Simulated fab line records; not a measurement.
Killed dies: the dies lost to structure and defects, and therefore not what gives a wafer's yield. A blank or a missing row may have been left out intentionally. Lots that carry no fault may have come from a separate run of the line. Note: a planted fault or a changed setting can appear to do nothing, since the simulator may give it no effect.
fab line records ; flow sky130
record: lots: 13; wafers: 39; lastDay: 50
route steps=708 shown VT_ADJUST_HVTP@94 SD_N@350 VIA2@527 VIA3@574
lots that met no fault: from a run of the same line without faults
startH: start of the lot's first displayed wafer, in hours after the record's first day ; waitH: hours since the lot's step before ; " unchanged from the row above ; L1.1+2: a single row standing in for several wafers ; - either no value or no given start ; * or withheld: withheld ; < > ~ a bound
route shown NAME@n: NAME is a module with steps in the file, n the number in the route of the first one ; usual: mean/standard deviation taken from wafers without a fault ; same: alike in all rows ; chamber/n: place in a boat ; sites: per-site readings ; _std_site: standard deviation across them ; _edge_site: the outer-site mean with the inner-site mean subtracted ; radiusMm: how far each site lies from the wafer's centre ; mask NAME#n: copy n ; behind: the tool/chamber that last shaped the wafer ; hold: cause of the lot's hold/its duration in hours/its outcome ; device: whichever transistor did not switch (one of n, p or np) ; end of line: at the end of the route, the tests of the same wafers ; where a step has no rows: the recipe by itself ; killed: not the wafer's yield, but the dies lost to structure and defects at the first sort ; map: shows each die of a wafer: x if killed, . if not, _ if none is there
set.NAME: setting as actually run; set.NAME@STEP: the setting as run at that earlier step ; model.NAME: the simulator's own value behind a step, which no gauge read
steps of the route over a sample of lots; a table a step, a row a wafer
services: from which hour (startH, from the record's first day; less than 0 if before it) a tool's chamber was out of use, for how many hours, and why
== steps ==
step: SKY_VT_ADJUST_HVTP_IMPLANT_09
recipe: species: As; energyKev: 150; doseCm2: 4.3e+12; tiltDeg: withheld
usual: doseIonsCm2: 4.299e+12/5.1e+09; faradayCurrentUA: 24.2/0.49
lot.wafer;tool;chamber;startH;waitH;doseIonsCm2;faradayCurrentUA
L379.2;implanter-02;0;127.31;0.0;4.302e+12;23.9
L379.3;implanter-02;0;127.31;0.0;4.302e+12;23.6
L379.5;implanter-02;0;127.31;0.0;4.311e+12;24.4
L380.1;implanter-01;0;134.63;0.0;4.301e+12;23.6
L380.3;implanter-01;0;134.63;0.0;4.295e+12;23.9
L380.4;implanter-01;0;134.63;0.0;4.3e+12;23.4
L381.2;implanter-01;0;138.25;0.0;4.294e+12;24.2
L381.3;implanter-01;0;138.25;0.0;4.297e+12;24.7
L381.4;implanter-01;0;138.25;0.0;4.297e+12;24.9
L382.1;implanter-02;0;150.31;0.0;4.305e+12;25.2
L382.2;implanter-02;0;150.31;0.0;4.305e+12;23.8
L382.6;implanter-02;0;150.31;0.0;4.305e+12;24.6
L386.3;implanter-02;0;172.18;0.1;4.307e+12;23.9
L386.4;implanter-02;0;172.18;0.1;4.304e+12;23.9
L386.6;implanter-02;0;172.18;0.1;4.296e+12;24.4
L387.3;implanter-01;0;178.42;0.1;4.28e+11;2.5
L387.5;implanter-01;0;178.42;0.1;4.25e+11;2.5
L387.6;implanter-01;0;178.42;0.1;4.32e+11;2.5
L388.1;implanter-01;0;184.97;0.0;4.24e+11;2.5
L388.2;implanter-01;0;184.97;0.0;4.32e+11;2.4
L388.3;implanter-01;0;184.97;0.0;4.37e+11;2.4
L393.1;implanter-03;0;214.87;0.0;4.298e+12;25.4
L393.2;implanter-03;0;214.87;0.0;4.294e+12;24.4
L393.6;implanter-03;0;214.87;0.0;4.295e+12;23.5
L395.2;implanter-03;0;227.10;0.0;4.3e+12;23.4
L395.3;implanter-03;0;227.10;0.0;4.302e+12;24.2
L395.5;implanter-03;0;227.10;0.0;4.306e+12;24.6
L396.1;implanter-02;0;235.28;0.0;4.292e+12;24.3
L396.2;implanter-02;0;235.28;0.0;4.295e+12;25.3
L396.6;implanter-02;0;235.28;0.0;4.299e+12;24.9
L399.1;implanter-02;0;258.23;0.0;4.294e+12;24.1
L399.2;implanter-02;0;258.23;0.0;4.299e+12;24.7
L399.5;implanter-02;0;258.23;0.0;4.302e+12;24.6
L401.2;implanter-02;0;266.75;0.0;4.307e+12;24.1
L401.4;implanter-02;0;266.75;0.0;4.295e+12;24.9
L401.5;implanter-02;0;266.75;0.0;4.302e+12;23.5
L400.3;implanter-01;0;267.58;0.1;4.305e+12;23.8
L400.5;implanter-01;0;267.58;0.1;4.31e+12;24.7
L400.6;implanter-01;0;267.58;0.1;4.304e+12;23.9
step: SKY_VT_ADJUST_HVTP_TW_MEAS_11
usual: VT_ADJUST_HVTP_TW: 1361/7
lot.wafer;tool;chamber;startH;waitH;VT_ADJUST_HVTP_TW
L379.2;filmMetro-03;-;127.61;0.1;1367
L379.3;filmMetro-03;-;127.61;0.1;1367
L379.5;filmMetro-03;-;127.61;0.1;1365
L380.1;filmMetro-04;-;134.88;0.1;1359
L380.3;filmMetro-04;-;134.88;0.1;1363
L380.4;filmMetro-04;-;134.88;0.1;1358
L381.2;filmMetro-02;-;138.48;0.1;1350
L381.3;filmMetro-02;-;138.48;0.1;1360
L381.4;filmMetro-02;-;138.48;0.1;1357
L382.1;filmMetro-03;-;150.56;0.1;1361
L382.2;filmMetro-03;-;150.56;0.1;1363
L382.6;filmMetro-03;-;150.56;0.1;1366
L386.3;filmMetro-03;-;172.40;0.1;1374
L386.4;filmMetro-03;-;172.40;0.1;1369
L386.6;filmMetro-03;-;172.40;0.1;1368
L387.3;filmMetro-03;-;178.64;0.1;670
L387.5;filmMetro-03;-;178.64;0.1;666
L387.6;filmMetro-03;-;178.64;0.1;661
L388.1;filmMetro-04;-;185.22;0.1;657
L388.2;filmMetro-04;-;185.22;0.1;663
L388.3;filmMetro-04;-;185.22;0.1;656
L393.1;filmMetro-02;-;215.12;0.1;1354
L393.2;filmMetro-02;-;215.12;0.1;1355
L393.6;filmMetro-02;-;215.12;0.1;1347
L395.2;filmMetro-03;-;227.33;0.1;1365
L395.3;filmMetro-03;-;227.33;0.1;1368
L395.5;filmMetro-03;-;227.33;0.1;1369
L396.1;filmMetro-02;-;235.53;0.1;1360
L396.2;filmMetro-02;-;235.53;0.1;1365
L396.6;filmMetro-02;-;235.53;0.1;1355
L399.1;filmMetro-04;-;258.48;0.1;1352
L399.2;filmMetro-04;-;258.48;0.1;1349
L399.5;filmMetro-04;-;258.48;0.1;1347
L401.2;filmMetro-02;-;266.98;0.1;1352
L401.4;filmMetro-02;-;266.98;0.1;1347
L401.5;filmMetro-02;-;266.98;0.1;1355
L400.3;filmMetro-04;-;267.80;0.1;1354
L400.5;filmMetro-04;-;267.80;0.1;1355
L400.6;filmMetro-04;-;267.80;0.1;1360
step: SKY_SD_N_OVL_MEAS_08
usual: SD_N_OVL: -1.0/1.3
lot.wafer;tool;chamber;startH;waitH;SD_N_OVL[nm]
L379.2;overlay-02;-;656.88;0.1;-1.0
L379.3;overlay-02;-;656.88;0.1;-2.0
L379.5;overlay-02;-;656.88;0.1;-3.2
L380.1;overlay-01;-;666.45;0.1;0.6
L380.3;overlay-01;-;666.45;0.1;-0.9
L380.4;overlay-01;-;666.45;0.1;-1.3
L381.2;overlay-02;-;667.95;0.1;-0.5
L381.3;overlay-02;-;667.95;0.1;-2.8
L381.4;overlay-02;-;667.95;0.1;-0.1
L382.1;overlay-02;-;687.43;0.1;1.1
L382.2;overlay-02;-;687.43;0.1;0.8
L382.6;overlay-02;-;687.43;0.1;0.6
L386.3;overlay-02;-;713.76;0.1;-2.0
L386.4;overlay-02;-;713.76;0.1;-2.1
L386.6;overlay-02;-;713.76;0.1;-2.0
L387.3;overlay-01;-;715.98;0.1;-1.0
L387.5;overlay-01;-;715.98;0.1;-0.4
L387.6;overlay-01;-;715.98;0.1;-1.5
L388.1;overlay-02;-;718.78;0.1;-1.3
L388.2;overlay-02;-;718.78;0.1;-2.4
L388.3;overlay-02;-;718.78;0.1;-1.0
L393.1;overlay-02;-;770.68;0.1;-2.3
L393.2;overlay-02;-;770.68;0.1;-0.6
L393.6;overlay-02;-;770.68;0.1;-0.9
L395.2;overlay-02;-;786.99;0.1;-1.5
L395.3;overlay-02;-;786.99;0.1;-2.4
L395.5;overlay-02;-;786.99;0.1;-3.3
L396.1;overlay-01;-;791.26;0.1;-1.0
L396.2;overlay-01;-;791.26;0.1;-2.2
L396.6;overlay-01;-;791.26;0.1;-1.1
L399.1;overlay-01;-;813.98;0.1;0.2
L399.2;overlay-01;-;813.98;0.1;0.8
L399.5;overlay-01;-;813.98;0.1;-1.1
L400.3;overlay-01;-;822.11;0.1;-0.7
L400.5;overlay-01;-;822.11;0.1;0.4
L400.6;overlay-01;-;822.11;0.1;-0.2
L401.2;overlay-01;-;822.93;0.1;0.5
L401.4;overlay-01;-;822.93;0.1;-1.9
L401.5;overlay-01;-;822.93;0.1;0.3
step: SKY_VIA2_SPUTTER_20
recipe: material: TiN; targetThkNm: 20; chamberPressurePa: 5; powerW: 4000; timeS: 80
usual: throttleValvePct: 30.1/0.97
lot.wafer;tool;chamber;startH;waitH;throttleValvePct
L379.2;pvdSputter-01;-;857.00;0.0;29.7
L379.3;pvdSputter-01;-;857.00;0.0;31.3
L379.5;pvdSputter-01;-;857.00;0.0;31.1
L380.1;pvdSputter-02;-;865.76;0.0;29.4
L380.3;pvdSputter-02;-;865.76;0.0;30.0
L380.4;pvdSputter-02;-;865.76;0.0;29.9
L381.2;pvdSputter-01;-;867.07;0.0;30.3
L381.3;pvdSputter-01;-;867.07;0.0;29.8
L381.4;pvdSputter-01;-;867.07;0.0;31.3
L382.1;pvdSputter-02;-;885.31;0.0;29.7
L382.2;pvdSputter-02;-;885.31;0.0;29.3
L382.6;pvdSputter-02;-;885.31;0.0;30.3
L386.3;pvdSputter-04;-;909.25;0.0;30.4
L386.4;pvdSputter-04;-;909.25;0.0;31.3
L386.6;pvdSputter-04;-;909.25;0.0;31.1
L387.3;pvdSputter-04;-;910.73;0.0;29.8
L387.5;pvdSputter-04;-;910.73;0.0;29.5
L387.6;pvdSputter-04;-;910.73;0.0;30.4
L388.1;pvdSputter-01;-;913.04;0.0;29.9
L388.2;pvdSputter-01;-;913.04;0.0;30.9
L388.3;pvdSputter-01;-;913.04;0.0;31.6
L393.1;pvdSputter-04;-;960.31;0.0;30.4
L393.2;pvdSputter-04;-;960.31;0.0;29.5
L393.6;pvdSputter-04;-;960.31;0.0;31.2
L395.2;pvdSputter-04;-;976.02;0.0;31.1
L395.3;pvdSputter-04;-;976.02;0.0;28.4
L395.5;pvdSputter-04;-;976.02;0.0;29.9
L396.1;pvdSputter-01;-;980.76;0.0;29.8
L396.2;pvdSputter-01;-;980.76;0.0;30.5
L396.6;pvdSputter-01;-;980.76;0.0;31.5
L399.1;pvdSputter-04;-;999.33;0.0;29.6
L399.2;pvdSputter-04;-;999.33;0.0;30.5
L399.5;pvdSputter-04;-;999.33;0.0;30.3
L400.3;pvdSputter-02;-;1007.07;0.0;30.2
L400.5;pvdSputter-02;-;1007.07;0.0;30.0
L400.6;pvdSputter-02;-;1007.07;0.0;29.2
L401.2;pvdSputter-01;-;1009.60;0.0;29.6
L401.4;pvdSputter-01;-;1009.60;0.0;31.6
L401.5;pvdSputter-01;-;1009.60;0.0;31.5
step: SKY_VIA3_THK_MEAS_01
recipe: reads: SiO2_of_VIA3_HDPCVD_00
usual: VIA3_HDPCVD_THK: 1632/15
lot.wafer;tool;chamber;startH;waitH;VIA3_HDPCVD_THK[nm]
L379.2;filmMetro-04;-;910.45;0.1;1618
L379.3;filmMetro-04;-;910.45;0.1;1620
L379.5;filmMetro-04;-;910.45;0.1;1630
L380.1;filmMetro-04;-;920.30;0.1;1631
L380.3;filmMetro-04;-;920.30;0.1;1637
L380.4;filmMetro-04;-;920.30;0.1;1628
L381.2;filmMetro-02;-;920.54;0.1;1629
L381.3;filmMetro-02;-;920.54;0.1;1632
L381.4;filmMetro-02;-;920.54;0.1;1621
L382.1;filmMetro-04;-;937.91;0.1;1637
L382.2;filmMetro-04;-;937.91;0.1;1629
L382.6;filmMetro-04;-;937.91;0.1;1637
L386.3;filmMetro-03;-;960.90;0.1;1629
L386.4;filmMetro-03;-;960.90;0.1;1598
L386.6;filmMetro-03;-;960.90;0.1;1607
L387.3;filmMetro-02;-;962.00;0.1;1632
L387.5;filmMetro-02;-;962.00;0.1;1645
L387.6;filmMetro-02;-;962.00;0.1;1648
L388.1;filmMetro-03;-;965.33;0.1;1634
L388.2;filmMetro-03;-;965.33;0.1;1612
L388.3;filmMetro-03;-;965.33;0.1;1638
L393.1;filmMetro-02;-;1011.07;0.1;1624
L393.2;filmMetro-02;-;1011.07;0.1;1640
L393.6;filmMetro-02;-;1011.07;0.1;1614
L395.2;filmMetro-04;-;1025.05;0.1;1627
L395.3;filmMetro-04;-;1025.05;0.1;1631
L395.5;filmMetro-04;-;1025.05;0.1;1621
L396.1;filmMetro-03;-;1030.67;0.1;1647
L396.2;filmMetro-03;-;1030.67;0.1;1633
L396.6;filmMetro-03;-;1030.67;0.1;1631
L399.1;filmMetro-02;-;1047.08;0.1;1632
L399.2;filmMetro-02;-;1047.08;0.1;1632
L399.5;filmMetro-02;-;1047.08;0.1;1646
L400.3;filmMetro-02;-;1055.22;0.1;1662
L400.5;filmMetro-02;-;1055.22;0.1;1652
L400.6;filmMetro-02;-;1055.22;0.1;1655
L401.2;filmMetro-03;-;1057.42;0.1;1630
L401.4;filmMetro-03;-;1057.42;0.1;1627
L401.5;filmMetro-03;-;1057.42;0.1;1636
== services ==
tool;chamber;startH;hours;kind
implanter-01;-;139.97;4.0;repair
implanter-01;-;146.63;3.8;repair
implanter-01;-;189.25;6.6;pm
implanter-01;-;202.40;3.2;repair
pvdSputter-01;-;219.19;6.4;repair
pvdSputter-04;-;232.53;6.4;repair
implanter-01;-;235.23;2.3;repair
implanter-02;-;264.81;1.3;repair
pvdSputter-04;-;264.84;1.8;repair
implanter-02;-;304.23;2.3;repair
pvdSputter-04;-;309.78;1.7;repair
implanter-01;-;353.13;8.9;repair
implanter-02;-;370.89;3.0;pm
pvdSputter-01;-;390.35;4.3;repair
pvdSputter-04;-;419.79;5.6;repair
implanter-02;-;483.23;3.7;repair
implanter-02;-;486.43;0.5;repair
implanter-02;-;626.88;1.4;repair
implanter-02;-;666.09;10.0;repair
implanter-02;-;747.00;2.3;pm
implanter-02;-;813.12;1.9;repair
implanter-02;-;859.89;3.5;pm
implanter-02;-;942.89;2.6;repair
implanter-02;-;986.86;1.4;repair
== key ==
firstSign: step: SKY_VT_ADJUST_HVTP_IMPLANT_09; reading: doseIonsCm2; direction: down; sigmas: 99+; usual: *; struck: *
effect: step: SKY_VT_ADJUST_HVTP_IMPLANT_09; reading: faradayCurrentUA; direction: down; sigmas: 45; usual: 24.2; struck: 2.5
effect: step: SKY_VT_ADJUST_HVTP_TW_MEAS_11; reading: VT_ADJUST_HVTP_TW; direction: down; sigmas: 99+; usual: 1361; struck: 662
metAt SKY_VT_ADJUST_HVTP_IMPLANT_09
struckLots L387,L388
testerLeftOut L387,L388
notActingAt SKY_SD_N_OVL_MEAS_08,SKY_VIA2_SPUTTER_20,SKY_VIA3_THK_MEAS_01
onsetBetween 138.25 178.42
fault: kind: processParameterDrift; tool: implanter-01; chamber: -; onsetH: 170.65; steps: SKY_VT_ADJUST_HVTP_IMPLANT_09; channel: doseCm2; offset: *; shape: step; endH: 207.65; actsIn: *; stated: *
testerLeftOut: of these lots the tester's yield and bins aren't shown, on N5 and GAA mostly nor the transistor test; their killed dies are dies lost to structure and defects alone, not to doping, threshold or leakage, so they don't give the yield
